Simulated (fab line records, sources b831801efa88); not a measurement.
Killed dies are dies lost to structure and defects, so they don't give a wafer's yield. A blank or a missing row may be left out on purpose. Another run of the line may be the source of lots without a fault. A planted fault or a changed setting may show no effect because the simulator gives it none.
fab line records	flow gf180mcu
record lots=24	wafers=72	lastDay=34
route steps=602 shown LVPWELL@64 M1@319 V2@386 V3@430 V5@557 PASSIVATION@587
lots untouched by any fault: they come from a run of this same line in which no faults occurred
startH: the number of hours between the record's first day and the start of the first shown wafer of the lot	waitH: hours from the lot's prior step to this one	" unchanged from the row above	L1.1+2: a single row standing in for several wafers	- no value, or no start was given	* or withheld: withheld	< > ~ a bound
route shown NAME@n: NAME is a module with steps in the file, n the number in the route of the first one	usual: the fault-free wafers' mean and standard deviation	same: alike in all rows	chamber/n: place in a boat	sites: per-site readings	_std_site: standard deviation of those values	_edge_site: the outer-site mean with the inner-site mean subtracted	radiusMm: for every site, how far away it sits from the centre of the wafer	mask NAME#n: copy n	behind: the most recent tool/chamber to have shaped the wafer	hold: what put the lot on hold/how long, in hours/how the hold closed	device: whichever transistor did not switch (one of n, p or np)	end of line: tests run on the same wafers once the route is complete	step lacking rows: just its recipe	killed: at the first sort, the dies lost to defects and structure; wafer yield is something else	map: the dies of a wafer, with x for killed, . for not killed, _ for no die there
set.NAME: the run value of the setting; set.NAME@STEP: its run value at that earlier step	model.NAME: the simulator's own value behind a step, which no gauge read
a sample of lots followed through the steps of the route, with each step as a table and each wafer as a row
services: when a tool's chamber went out of use (startH, in hours from the record's first day, below 0 if earlier), for how many hours, and the reason
## steps
# step GF_LVPWELL_STRIP_10
# recipe chemistry=O2/N2	powerW=1400	pressureMtorr=1500	platenTempC=250	o2FlowSccm=3000	n2FlowSccm=300	overashFraction=0.5
# usual drypumpMotorCurrentA=5.6/0.39	heaterPowerW=356/30	oesProductAu=0.722/0.0047	stripTimeToEndpointS=36.97/0.11
lot.wafer	tool	chamber	startH	waitH	drypumpMotorCurrentA	heaterPowerW	oesProductAu	rfHoursCounterH	stripTimeToEndpointS
L074.2	plasmaAsher-04	1	68.58	0.1	6.1	331	0.726	41	37.18
L074.3	"	1	"	"	6.1	336	0.719	-	37.25
L074.5	"	1	"	"	6.1	333	0.721	-	37.01
L075.4	plasmaAsher-04	1	73.91	0.1	6.1	321	0.726	-	37.02
L075.5	"	0	"	"	6.0	341	0.719	-	36.95
L075.6	"	1	"	"	6.1	329	0.719	-	37.04
L076.1	plasmaAsher-03	1	79.88	0.1	5.9	367	0.725	42	36.85
L076.2	"	0	"	"	5.1	397	0.722	42	37.08
L076.6	"	1	"	"	5.9	369	0.721	-	36.99
L077.1	plasmaAsher-01	0	85.93	0.1	5.3	360	0.720	29	36.86
L077.2	"	1	"	"	5.4	305	0.722	29	36.96
L077.4	"	0	"	"	5.4	354	0.717	-	36.89
L078.1	plasmaAsher-01	1	90.56	0.1	5.4	314	0.724	29	36.93
L078.5	"	0	"	"	5.3	359	0.719	-	36.77
L078.6	"	1	"	"	5.4	311	0.715	-	36.84
L079.2	plasmaAsher-03	1	95.83	0.1	5.9	357	0.731	44	36.82
L079.3	"	0	"	"	5.1	406	0.726	-	36.94
L079.5	"	0	"	"	5.1	400	0.719	-	36.93
L080.3	plasmaAsher-04	0	102.76	0.1	6.0	339	0.717	-	37.13
L080.4	"	1	"	"	6.0	328	0.726	-	37.09
L080.6	"	0	"	"	6.0	340	0.720	-	37.04
L081.1	plasmaAsher-01	1	107.43	0.1	5.4	310	0.720	31	36.80
L081.4	"	0	"	"	5.3	358	0.723	-	36.76
L081.6	"	0	"	"	5.4	356	0.727	-	36.81
L082.2	plasmaAsher-04	1	112.68	0.1	6.1	341	0.722	45	37.04
L082.3	"	1	"	"	6.1	333	0.717	-	37.10
L082.5	"	1	"	"	6.1	328	0.716	-	37.00
L083.3	plasmaAsher-01	1	118.71	0.1	5.4	311	0.727	-	36.84
L083.5	"	0	"	"	5.3	358	0.718	-	36.88
L083.6	"	1	"	"	5.3	310	0.723	-	36.95
L084.2	plasmaAsher-01	1	124.33	0.1	5.4	321	0.725	33	36.87
L084.4	"	1	"	"	5.3	311	0.716	-	36.94
L084.5	"	1	"	"	5.4	308	0.721	-	36.93
L085.3	plasmaAsher-03	1	129.81	0.1	5.9	357	0.735	-	37.16
L085.5	"	1	"	"	5.9	356	0.719	-	37.08
L085.6	"	0	"	"	5.1	402	0.725	-	37.11
L086.2	plasmaAsher-04	1	134.91	0.1	6.1	334	0.726	48	36.93
L086.5	"	0	"	"	5.9	346	0.718	-	36.92
L086.6	"	1	"	"	6.1	318	0.720	-	37.14
L087.2	plasmaAsher-04	0	140.98	0.1	6.0	346	0.720	49	36.85
L087.4	"	0	"	"	5.9	333	0.729	-	36.92
L087.6	"	1	"	"	6.1	333	0.713	-	36.92
L088.2	plasmaAsher-04	1	151.17	0.1	6.1	333	0.731	50	36.98
L088.3	"	0	"	"	5.9	347	0.721	-	36.99
L088.6	"	1	"	"	6.1	325	0.732	-	36.95
L089.1	plasmaAsher-03	0	153.76	0.1	5.1	394	0.717	4	36.85
L089.2	"	1	"	"	6.0	364	0.718	4	36.86
L089.5	"	0	"	"	5.1	398	0.722	-	37.05
L090.1	plasmaAsher-03	1	159.17	0.1	6.0	358	0.731	5	37.10
L090.2	"	0	"	"	5.1	396	0.718	5	37.15
L090.3	"	1	"	"	5.9	362	0.727	-	37.07
L091.2	plasmaAsher-01	1	163.72	0.1	5.4	307	0.724	38	36.79
L091.3	"	1	"	"	5.3	308	0.724	-	36.82
L091.6	"	1	"	"	5.4	308	0.721	-	36.93
L092.1	plasmaAsher-03	1	171.02	0.1	5.9	358	0.717	6	37.10
L092.2	"	0	"	"	5.1	402	0.723	6	37.09
L092.5	"	1	"	"	5.9	364	0.721	-	36.95
L093.1	plasmaAsher-03	1	176.86	0.1	5.9	358	0.719	7	36.77
L093.2	"	0	"	"	5.1	399	0.727	7	36.88
L093.6	"	0	"	"	5.1	405	0.722	-	36.76
L094.2	plasmaAsher-03	1	181.59	0.1	5.9	360	0.719	7	36.96
L094.3	"	0	"	"	5.0	402	0.722	-	36.90
L094.5	"	1	"	"	5.9	355	0.714	-	37.07
L095.1	plasmaAsher-03	0	186.56	0.1	5.1	401	0.720	8	36.87
L095.3	"	1	"	"	5.9	356	0.725	-	36.94
L095.4	"	0	"	"	5.1	394	0.718	-	36.84
L096.3	plasmaAsher-03	0	191.74	0.1	5.1	407	0.724	-	36.94
L096.4	"	1	"	"	5.9	355	0.718	-	37.06
L096.6	"	0	"	"	5.1	401	0.717	-	37.02
L097.4	plasmaAsher-03	1	199.11	0.1	5.9	366	0.718	-	37.09
L097.5	"	1	"	"	5.9	368	0.714	-	37.08
L097.6	"	0	"	"	5.1	390	0.721	-	37.06
# step GF_M1_SPUTTER_04
# recipe material=TiN	targetThkNm=50	powerW=6500	timeS=41.7	chamberPressurePa=0.4
# usual throttleValvePct=30.1/0.72
lot.wafer	tool	chamber	startH	waitH	throttleValvePct
L075.4	pvdSputter-02	-	369.49	0.0	30.0
L075.5	"	-	"	"	29.4
L075.6	"	-	"	"	30.6
L074.2	pvdSputter-02	-	371.58	0.0	29.2
L074.3	"	-	"	"	30.3
L074.5	"	-	"	"	29.7
L076.1	pvdSputter-02	-	379.33	0.0	30.6
L076.2	"	-	"	"	29.5
L076.6	"	-	"	"	30.0
L077.1	pvdSputter-01	-	395.50	0.0	30.3
L077.2	"	-	"	"	30.2
L077.4	"	-	"	"	29.8
L078.1	pvdSputter-02	-	401.93	0.0	29.6
L078.5	"	-	"	"	29.4
L078.6	"	-	"	"	30.0
L079.2	pvdSputter-02	-	403.62	0.0	30.4
L079.3	"	-	"	"	29.4
L079.5	"	-	"	"	30.0
L080.3	pvdSputter-03	-	414.57	0.0	31.7
L080.4	"	-	"	"	31.3
L080.6	"	-	"	"	31.0
L081.1	pvdSputter-01	-	425.83	0.0	30.2
L081.4	"	-	"	"	29.8
L081.6	"	-	"	"	29.6
L082.2	pvdSputter-01	-	433.23	0.0	30.5
L082.3	"	-	"	"	28.9
L082.5	"	-	"	"	30.4
L083.3	pvdSputter-02	-	441.88	0.0	30.1
L083.5	"	-	"	"	29.7
L083.6	"	-	"	"	30.2
L084.2	pvdSputter-02	-	450.74	0.0	29.3
L084.4	"	-	"	"	30.7
L084.5	"	-	"	"	29.2
L085.3	pvdSputter-01	-	458.69	0.0	29.3
L085.5	"	-	"	"	30.3
L085.6	"	-	"	"	29.2
L086.2	pvdSputter-02	-	465.03	0.0	30.4
L086.5	"	-	"	"	30.1
L086.6	"	-	"	"	29.2
L087.2	pvdSputter-01	-	473.66	0.0	30.1
L087.4	"	-	"	"	30.5
L087.6	"	-	"	"	29.7
L088.2	pvdSputter-02	-	492.33	0.0	30.7
L088.3	"	-	"	"	29.9
L088.6	"	-	"	"	30.4
L089.1	pvdSputter-02	-	497.13	0.0	30.2
L089.2	"	-	"	"	30.7
L089.5	"	-	"	"	29.6
L090.1	pvdSputter-02	-	506.50	0.0	30.4
L090.2	"	-	"	"	30.6
L090.3	"	-	"	"	29.3
L091.2	pvdSputter-03	-	507.73	0.0	31.4
L091.3	"	-	"	"	31.1
L091.6	"	-	"	"	31.5
L092.1	pvdSputter-03	-	520.15	0.0	31.9
L092.2	"	-	"	"	30.1
L092.5	"	-	"	"	31.7
L093.1	pvdSputter-02	-	530.22	0.0	30.1
L093.2	"	-	"	"	29.4
L093.6	"	-	"	"	30.1
L094.2	pvdSputter-03	-	533.62	0.0	31.5
L094.3	"	-	"	"	31.5
L094.5	"	-	"	"	29.9
L095.1	pvdSputter-01	-	545.00	0.0	30.6
L095.3	"	-	"	"	30.0
L095.4	"	-	"	"	28.8
L096.3	pvdSputter-02	-	551.87	0.0	30.5
L096.4	"	-	"	"	29.0
L096.6	"	-	"	"	30.5
L097.4	pvdSputter-03	-	558.39	0.0	31.2
L097.5	"	-	"	"	31.3
L097.6	"	-	"	"	29.8
# step GF_V2_CMP_04
# recipe material=SiO2	downForcePsi=4	platenRpm=60	padVelocityMS=0.94248
# usual motorCurrentA=12.2/1.3	timeToEndpointS=81/4.8
lot.wafer	tool	chamber	startH	waitH	motorCurrentA	timeToEndpointS
L075.4	cmp-02	0	444.87	0.1	12.7	79
L075.5	"	3	"	"	10.9	79
L075.6	"	0	"	"	13.5	89
L074.2	cmp-01	1	447.45	0.0	10.4	83
L074.3	"	0	"	"	12.6	85
L074.5	"	2	"	"	13.7	86
L076.2	cmp-02	3	457.16	0.1	10.9	73
L076.1	"	0	"	"	12.5	77
L076.6	"	3	"	"	11.6	82
L077.1	cmp-01	0	472.65	0.1	13.7	83
L077.4	"	1	"	"	9.7	81
L077.2	"	2	"	"	13.5	84
L078.1	cmp-02	0	478.75	0.1	12.5	80
L078.5	"	2	"	"	11.3	88
L078.6	"	3	"	"	10.8	86
L079.3	cmp-02	2	480.30	0.0	11.8	88
L079.2	"	3	"	"	10.6	83
L079.5	"	3	"	"	10.5	84
L080.3	cmp-01	2	491.59	0.1	14.3	73
L080.4	"	3	"	"	13.4	89
L080.6	"	0	"	"	13.4	89
L081.1	cmp-01	3	502.61	0.1	13.1	78
L081.4	"	0	"	"	13.1	84
L081.6	"	2	"	"	13.5	78
L082.3	cmp-01	0	510.02	0.0	13.7	79
L082.2	"	2	"	"	13.2	72
L082.5	"	0	"	"	13.2	84
L083.3	cmp-02	2	517.89	0.1	11.7	80
L083.6	"	0	"	"	12.2	75
L083.5	"	1	"	"	12.7	77
L084.4	cmp-01	1	526.40	0.0	9.6	87
L084.2	"	3	"	"	12.8	78
L084.5	"	1	"	"	10.1	87
L085.3	cmp-02	0	533.59	0.0	12.9	72
L085.5	"	0	"	"	12.7	81
L085.6	"	1	"	"	13.9	78
L086.2	cmp-01	3	540.63	0.1	13.3	79
L086.5	"	1	"	"	9.9	84
L086.6	"	2	"	"	13.3	84
L087.2	cmp-02	2	546.53	0.1	11.8	84
L087.4	"	0	"	"	12.3	83
L087.6	"	2	"	"	11.4	84
L088.2	cmp-02	3	564.58	0.1	11.2	75
L088.3	"	0	"	"	12.6	77
L088.6	"	3	"	"	11.5	79
L089.2	cmp-01	2	568.74	0.1	13.2	76
L089.1	"	3	"	"	13.8	79
L089.5	"	1	"	"	9.3	83
L090.2	cmp-02	0	577.90	0.0	12.9	78
L090.1	"	2	"	"	11.6	77
L090.3	"	3	"	"	10.3	71
L091.2	cmp-01	3	579.59	0.1	13.8	81
L091.3	"	0	"	"	12.7	83
L091.6	"	3	"	"	13.6	85
L092.2	cmp-01	2	589.35	0.0	13.8	81
L092.1	"	1	"	"	9.9	83
L092.5	"	2	"	"	13.7	88
L093.1	cmp-02	2	600.63	0.1	11.5	76
L093.2	"	3	"	"	10.8	81
L093.6	"	2	"	"	12.2	88
L094.2	cmp-01	3	603.20	0.0	13.1	85
L094.3	"	0	"	"	13.0	85
L094.5	"	3	"	"	13.6	88
L095.3	cmp-02	1	613.88	0.0	12.7	71
L095.1	"	2	"	"	11.5	82
L095.4	"	3	"	"	10.2	79
L096.4	cmp-02	0	620.67	0.0	12.4	78
L096.3	"	3	"	"	11.0	74
L096.6	"	0	"	"	12.7	87
L097.4	cmp-01	3	625.97	0.1	13.4	83
L097.6	"	2	"	"	14.0	80
L097.5	"	3	"	"	13.5	82
# step GF_V3_THK_MEAS_01
# recipe reads=SiO2_of_V3_CVD_00
# usual V3_CVD_00_THK=601/6.2
lot.wafer	tool	chamber	startH	waitH	V3_CVD_00_THK[nm]
L075.4	filmMetro-03	-	495.22	0.0	600
L075.5	"	-	"	"	602
L075.6	"	-	"	"	601
L074.2	filmMetro-03	-	498.52	0.0	594
L074.3	"	-	"	"	596
L074.5	"	-	"	"	592
L076.1	filmMetro-03	-	507.52	0.0	599
L076.2	"	-	"	"	606
L076.6	"	-	"	"	608
L077.1	filmMetro-03	-	522.44	0.0	591
L077.2	"	-	"	"	589
L077.4	"	-	"	"	594
L078.1	filmMetro-03	-	529.04	0.0	603
L078.5	"	-	"	"	607
L078.6	"	-	"	"	598
L079.2	filmMetro-02	-	531.22	0.0	610
L079.3	"	-	"	"	602
L079.5	"	-	"	"	605
L080.3	filmMetro-01	-	541.36	0.1	599
L080.4	"	-	"	"	604
L080.6	"	-	"	"	603
L081.1	filmMetro-03	-	551.20	0.0	598
L081.4	"	-	"	"	601
L081.6	"	-	"	"	595
L082.2	filmMetro-02	-	558.09	0.0	599
L082.3	"	-	"	"	604
L082.5	"	-	"	"	600
L083.3	filmMetro-03	-	565.20	0.1	608
L083.5	"	-	"	"	609
L083.6	"	-	"	"	599
L084.2	filmMetro-02	-	574.00	0.1	603
L084.4	"	-	"	"	597
L084.5	"	-	"	"	595
L085.3	filmMetro-03	-	581.07	0.1	592
L085.5	"	-	"	"	595
L085.6	"	-	"	"	595
L086.2	filmMetro-02	-	587.15	0.0	599
L086.5	"	-	"	"	594
L086.6	"	-	"	"	599
L087.2	filmMetro-01	-	592.86	0.0	589
L087.4	"	-	"	"	589
L087.6	"	-	"	"	587
L088.2	filmMetro-02	-	608.90	0.1	606
L088.3	"	-	"	"	600
L088.6	"	-	"	"	599
L089.1	filmMetro-03	-	614.14	0.0	609
L089.2	"	-	"	"	600
L089.5	"	-	"	"	606
L090.1	filmMetro-03	-	621.84	0.0	602
L090.2	"	-	"	"	605
L090.3	"	-	"	"	605
L091.2	filmMetro-03	-	624.67	0.0	607
L091.3	"	-	"	"	602
L091.6	"	-	"	"	611
L092.1	filmMetro-03	-	634.34	0.0	612
L092.2	"	-	"	"	599
L092.5	"	-	"	"	603
L093.1	filmMetro-01	-	644.84	0.0	596
L093.2	"	-	"	"	607
L093.6	"	-	"	"	594
L094.2	filmMetro-01	-	646.65	0.0	595
L094.3	"	-	"	"	595
L094.5	"	-	"	"	603
L095.1	filmMetro-03	-	656.50	0.0	604
L095.3	"	-	"	"	612
L095.4	"	-	"	"	611
L096.3	filmMetro-01	-	662.66	0.1	612
L096.4	"	-	"	"	612
L096.6	"	-	"	"	612
L097.4	filmMetro-01	-	672.62	0.0	596
L097.5	"	-	"	"	597
L097.6	"	-	"	"	592
# step GF_V5_ETCH_17
# recipe chemistry=C4F8/O2/Ar	maskMaterial=KrF	target=SiO2	stopOn=TiN	sourceW=1500	biasW=1200	pressureMtorr=40	c4f8FlowSccm=withheld	O2_flow_sccm=6	Ar_flow_sccm=300	timeS=withheld	targetDepthA=8550
# usual oesProductAu=0.859/0.0043
lot.wafer	tool	chamber	startH	waitH	oesProductAu
L075.4	rieDiel-03	3	-	-	0.860
L075.5	"	0	"	"	0.854
L075.6	"	3	"	"	0.860
L074.2	rieDiel-03	1	-	-	0.862
L074.3	"	3	"	"	0.853
L074.5	"	2	"	"	0.864
L076.1	rieDiel-04	3	-	-	0.864
L076.2	"	2	"	"	0.857
L076.6	"	0	"	"	0.864
L077.1	rieDiel-03	3	-	-	0.863
L077.2	"	2	"	"	0.863
L077.4	"	2	"	"	0.864
L078.1	rieDiel-03	1	-	-	0.859
L078.5	"	3	"	"	0.864
L078.6	"	2	"	"	0.861
L079.2	rieDiel-03	2	-	-	0.862
L079.3	"	1	"	"	0.866
L079.5	"	0	"	"	0.857
L080.3	rieDiel-04	0	-	-	0.862
L080.4	"	1	"	"	0.864
L080.6	"	3	"	"	0.854
L081.1	rieDiel-04	3	-	-	0.862
L081.4	"	2	"	"	0.858
L081.6	"	3	"	"	0.856
L082.2	rieDiel-02	1	-	-	0.850
L082.3	"	2	"	"	0.859
L082.5	"	1	"	"	0.854
L083.3	rieDiel-04	1	-	-	0.864
L083.5	"	3	"	"	0.857
L083.6	"	2	"	"	0.854
L084.2	rieDiel-03	1	-	-	0.857
L084.4	"	2	"	"	0.861
L084.5	"	1	"	"	0.854
L085.3	rieDiel-02	2	-	-	0.859
L085.5	"	0	"	"	0.858
L085.6	"	1	"	"	0.864
L086.2	rieDiel-03	2	-	-	0.861
L086.5	"	1	"	"	0.859
L086.6	"	0	"	"	0.866
L087.2	rieDiel-03	1	-	-	0.866
L087.4	"	0	"	"	0.861
L087.6	"	1	"	"	0.862
L088.2	rieDiel-04	1	-	-	0.862
L088.3	"	2	"	"	0.856
L088.6	"	2	"	"	0.862
L089.1	rieDiel-04	2	-	-	0.853
L089.2	"	0	"	"	0.857
L089.5	"	3	"	"	0.865
L090.1	rieDiel-04	0	-	-	0.865
L090.2	"	1	"	"	0.856
L090.3	"	3	"	"	0.860
L091.2	rieDiel-02	0	-	-	0.855
L091.3	"	1	"	"	0.859
L091.6	"	0	"	"	0.853
L092.1	rieDiel-04	1	-	-	0.860
L092.2	"	2	"	"	0.853
L092.5	"	1	"	"	0.858
L093.1	rieDiel-04	3	-	-	0.863
L093.2	"	2	"	"	0.861
L093.6	"	3	"	"	0.861
L094.2	rieDiel-02	2	-	-	0.857
L094.3	"	1	"	"	0.861
L094.5	"	3	"	"	0.846
L095.1	rieDiel-03	0	-	-	0.853
L095.3	"	3	"	"	0.856
L095.4	"	0	"	"	0.867
L096.3	rieDiel-04	1	-	-	0.859
L096.4	"	2	"	"	0.856
L096.6	"	3	"	"	0.859
L097.4	rieDiel-02	2	-	-	0.861
L097.5	"	2	"	"	0.864
L097.6	"	3	"	"	0.858
# step GF_PASSIVATION_CVD_00
# recipe material=SiO2	targetThkNm=1000	precursor=TEOS	tempC=400	timeS=111.95	rfW=600
# usual heaterPowerW=628/94
lot.wafer	tool	chamber	startH	waitH	heaterPowerW
L075.4	pecvd-02	0	655.86	0.0	528
L075.5	"	1	"	"	597
L075.6	"	2	"	"	429
L074.2	pecvd-01	0	658.71	0.0	604
L074.3	"	1	"	"	822
L074.5	"	2	"	"	566
L076.1	pecvd-03	1	670.86	0.0	785
L076.2	"	2	"	"	689
L076.6	"	2	"	"	551
L077.1	pecvd-01	0	675.92	0.0	663
L077.2	"	2	"	"	702
L077.4	"	2	"	"	579
L078.1	pecvd-02	2	682.38	0.0	505
L078.5	"	0	"	"	581
L078.6	"	1	"	"	507
L079.2	pecvd-03	0	689.86	0.0	727
L079.3	"	2	"	"	664
L079.5	"	1	"	"	654
L080.3	pecvd-02	2	694.75	0.0	508
L080.4	"	0	"	"	514
L080.6	"	1	"	"	595
L081.1	pecvd-02	2	700.28	0.0	537
L081.4	"	2	"	"	422
L081.6	"	1	"	"	604
L082.2	pecvd-02	0	714.16	0.0	668
L082.3	"	1	"	"	562
L082.5	"	0	"	"	512
L083.3	pecvd-03	0	714.79	0.0	675
L083.5	"	2	"	"	647
L083.6	"	1	"	"	633
L084.2	pecvd-03	0	718.25	0.0	656
L084.4	"	0	"	"	702
L084.5	"	2	"	"	650
L085.3	pecvd-02	2	724.39	0.0	477
L085.5	"	2	"	"	509
L085.6	"	0	"	"	636
L086.2	pecvd-03	1	729.92	0.0	770
L086.5	"	0	"	"	681
L086.6	"	2	"	"	654
L087.2	pecvd-01	2	735.98	0.0	704
L087.4	"	0	"	"	647
L087.6	"	1	"	"	835
L088.2	pecvd-02	0	751.31	0.0	605
L088.3	"	2	"	"	492
L088.6	"	2	"	"	519
L089.1	pecvd-01	2	752.66	0.0	588
L089.2	"	0	"	"	606
L089.5	"	2	"	"	687
L090.1	pecvd-03	1	762.74	0.0	705
L090.2	"	0	"	"	621
L090.3	"	2	"	"	662
L091.2	pecvd-01	0	765.06	0.0	660
L091.3	"	2	"	"	684
L091.6	"	0	"	"	527
L092.1	pecvd-01	0	769.84	0.0	621
L092.2	"	1	"	"	716
L092.5	"	1	"	"	782
L093.1	pecvd-01	1	779.30	0.0	719
L093.2	"	0	"	"	574
L093.6	"	1	"	"	813
L094.2	pecvd-02	0	782.23	0.0	656
L094.3	"	2	"	"	476
L094.5	"	2	"	"	507
L095.1	pecvd-02	1	787.12	0.0	579
L095.3	"	2	"	"	439
L095.4	"	2	"	"	498
L096.3	pecvd-03	0	790.87	0.0	669
L096.4	"	1	"	"	643
L096.6	"	2	"	"	673
L097.4	pecvd-01	0	801.71	0.0	622
L097.5	"	1	"	"	836
L097.6	"	2	"	"	565
## services
tool	chamber	startH	hours	kind
cmp-02	-	64.00	4.0	pm
cmp-02	-	68.00	4.0	pm
cmp-01	-	83.14	12.2	pm
cmp-01	-	96.45	7.0	pm
cmp-02	-	103.46	12.0	pm
cmp-02	-	115.45	7.4	pm
cmp-01	-	122.90	5.7	pm
cmp-01	-	128.68	1.3	repair
cmp-01	-	162.21	0.9	repair
cmp-01	-	174.61	0.6	repair
cmp-02	-	213.83	5.4	repair
cmp-01	-	232.00	4.0	pm
cmp-02	-	249.75	0.7	repair
cmp-02	-	321.37	3.8	repair
cmp-01	-	324.35	0.3	repair
cmp-01	-	345.19	4.5	repair
cmp-01	-	367.02	0.4	repair
cmp-01	-	392.15	1.5	repair
cmp-02	-	404.00	4.0	pm
pvdSputter-02	-	405.04	34.5	repair
cmp-02	-	425.14	0.9	repair
cmp-02	-	434.27	5.2	pm
cmp-01	-	465.45	4.3	pm
pvdSputter-02	-	475.18	1.4	repair
## key
fault none
